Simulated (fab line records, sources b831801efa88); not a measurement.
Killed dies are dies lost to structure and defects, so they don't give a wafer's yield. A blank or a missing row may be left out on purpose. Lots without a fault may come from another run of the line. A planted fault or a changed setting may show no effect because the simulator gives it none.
A struck lot beside a sound one | flow gf180mcu | 14 steps out of a route of 602
Sound: wafers L889.1, L889.2, L889.6. Struck: wafers L897.1, L897.4, L897.5. The cause comes at the end.
At each step with rows: each side's tool, then ch and its chambers, then its first start. Under that, the readings that differ: sound wafers | struck wafers | difference of the means | sigmas: that difference in standard deviations of wafers without a fault.
alike: readings whose means differ by less than 2 such deviations, and words and numbers that are the same on both sides. not compared: withheld readings, readings that some wafer has no value for, bounds like >300 that may hide the same value, and numbers for which the record gives no deviation and whose values overlap.
The two part at a step that has a row with sigmas, a row that says differs or no value, or rows on one side only. Numbers that don't overlap but have no deviation are shown without sigmas and don't part them. A reading that every wafer of one side lacks parts them only if that side has two wafers or more.

GF_POLY_GATE_ETCH_13: etches poly-Si in HBr/Cl2, stops on SiO2, target depth 198.5 nm, time 69.6 s.
  sound on rie_si-01 ch 1,2, day 11 06:30; struck on rie_si-02 ch 2,3, day 13 23:05
  alike: drypump_motor_current_A, oes_product_au, throttle_valve_pct
  not compared: rf_hours_counter_h
GF_POLY_GATE_STRIP_14: strips in O2/N2.
  sound on plasma_asher-01 ch 0,1, day 11 06:34; struck on plasma_asher-01 ch 0,1, day 13 23:10
  alike: drypump_motor_current_A, heater_power_w, oes_product_au
  not compared: rf_hours_counter_h
then, 2 steps without rows for these wafers: GF_POLY_GATE_CLEAN_15 (cleans in SC1/SC2, time 150 s); GF_POLY_GATE_OXIDATION_16 (stabilise 600 s, purge 300 s, target thk 4 nm).
GF_POLY_GATE_THK_MEAS_17:
  sound on film_metro-03, day 11 07:58; struck on film_metro-01, day 14 01:40
  reading                      | sound          | struck         | difference | sigmas
  POLY_GATE_OXIDATION_THK (nm) | 4.08 4.07 4.13 | 3.96 3.92 3.96 | -0.15      | -2
GF_POLY_GATE_CD_MEAS_18:
  sound on cd_sem-01, day 11 08:01; struck on cd_sem-02, day 14 01:43
  alike: cd_nm
then, 6 steps without rows for these wafers: GF_HV_LDD_DEHYDRATE_00 (time 60 s); GF_HV_LDD_HMDS_01 (prime time 60 s); GF_HV_LDD_COAT_02 (resist thk 1000 nm); GF_HV_LDD_SOFTBAKE_03 (time 60 s); GF_HV_LDD_EXPOSE_04 (exposes mask Nplus LV AREA, target cd 400 nm); GF_HV_LDD_PEB_05.
GF_HV_LDD_DEVELOP_06: develop time 60 s.
  sound on litho_track-02 ch 0, day 12 02:39; struck on litho_track-01, day 14 22:34
  no value came back on the struck wafers for chill_plate_temp_C (C), develop_time_s (s); on the sound wafers chill_plate_temp_C (C) reads 22.91 22.91 22.84
GF_HV_LDD_CD_MEAS_07: target cd 400 nm.
  sound on cd_sem-02, day 12 02:48; struck on cd_sem-02, day 14 22:43
  reading    | sound             | struck | difference                    | sigmas
  cd_nm (nm) | 400.8 399.8 399.3 | - - -  | no value on the struck wafers |

WHERE THEY PART
First at GF_POLY_GATE_THK_MEAS_17; last, within this record, at GF_HV_LDD_CD_MEAS_07.

WHY: what the simulator had put in
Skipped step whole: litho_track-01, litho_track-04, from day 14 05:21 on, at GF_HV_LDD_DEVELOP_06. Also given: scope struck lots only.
